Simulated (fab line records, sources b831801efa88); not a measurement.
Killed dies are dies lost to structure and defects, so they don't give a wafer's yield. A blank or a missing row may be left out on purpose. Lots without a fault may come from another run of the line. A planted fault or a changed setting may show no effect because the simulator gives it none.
A struck lot beside a sound one | flow sfq_line | 3 steps out of a route of 325
Sound: wafers L603.1, L603.3, L603.6. Struck: wafers L614.1, L614.4, L614.6. The cause comes at the end.
At each step with rows: each side's tool, then ch and its chambers, then its first start. Under that, the readings that differ: sound wafers | struck wafers | difference of the means | sigmas: that difference in standard deviations of wafers without a fault.
alike: readings whose means differ by less than 2 such deviations, and words and numbers that are the same on both sides. not compared: withheld readings, readings that some wafer has no value for, bounds like >300 that may hide the same value, and numbers for which the record gives no deviation and whose values overlap.
The two part at a step that has a row with sigmas, a row that says differs or no value, or rows on one side only. Numbers that don't overlap but have no deviation are shown without sigmas and don't part them. A reading that every wafer of one side lacks parts them only if that side has two wafers or more.

SFQ_INCOMING_BOW_MEAS_900:
  sound on film_metro-02, day 1 10:00; struck on film_metro-03, day 3 17:00
  alike: INCOMING_BOW
SFQ_TRILAYER_INCOMING_OXIDATION_002: target thk 500 nm, ox time 4939 s.
  sound on furnace-02 ch 0, day 1 10:07; struck on furnace-01 ch 0, day 3 17:07
  reading                                                   | sound                | struck               | difference | sigmas
  spike_tc_bottom_C (C)                                     | 1018.3 1019.6 1020.0 | 1003.7 1004.3 1003.7 | -15.4      | -6
  spike_tc_centre_C (C)                                     | 999.2 999.0 998.8    | 990.7 992.1 992.0    | -7.4       | -5
  spike_tc_lower_C (C)                                      | 1000.0 998.4 999.7   | 991.4 990.2 990.6    | -8.6       | -9
  spike_tc_upper_C (C)                                      | 999.9 1000.9 998.9   | 989.7 990.6 990.8    | -9.5       | -10
  tube_center_temp_C (C)                                    | 1000.2 1000.1 999.98 | 991 990.9 990.95     | -9         | -99 or more
  tube_center_temp_C_max                                    | 1002.2 1003.0 1002.6 | 993.1 993.1 993.1    | -9.5       | -23
  model.SiO2_of_TRILAYER_INCOMING_OXIDATION_002.thk_nm (nm) | 494.5 501.2 502.4    | 472.2 471.4 463.9    | -30.2      |
  alike: spike_tc_top_C
SFQ_TRILAYER_L0_DEP_SPUTTER_003: material MoNx KI, target thk 40 nm, time 100 s.
  sound on pvd_sputter-06, day 1 12:29; struck on pvd_sputter-03, day 3 19:29
  alike: throttle_valve_pct

WHERE THEY PART
Only at SFQ_TRILAYER_INCOMING_OXIDATION_002, within this record. Later steps at which nothing parts them and some readings are alike: SFQ_TRILAYER_L0_DEP_SPUTTER_003.

WHY: what the simulator had put in
Process parameter drift: furnace-01, from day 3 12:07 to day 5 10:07, at SFQ_TRILAYER_INCOMING_OXIDATION_002. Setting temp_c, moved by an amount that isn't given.
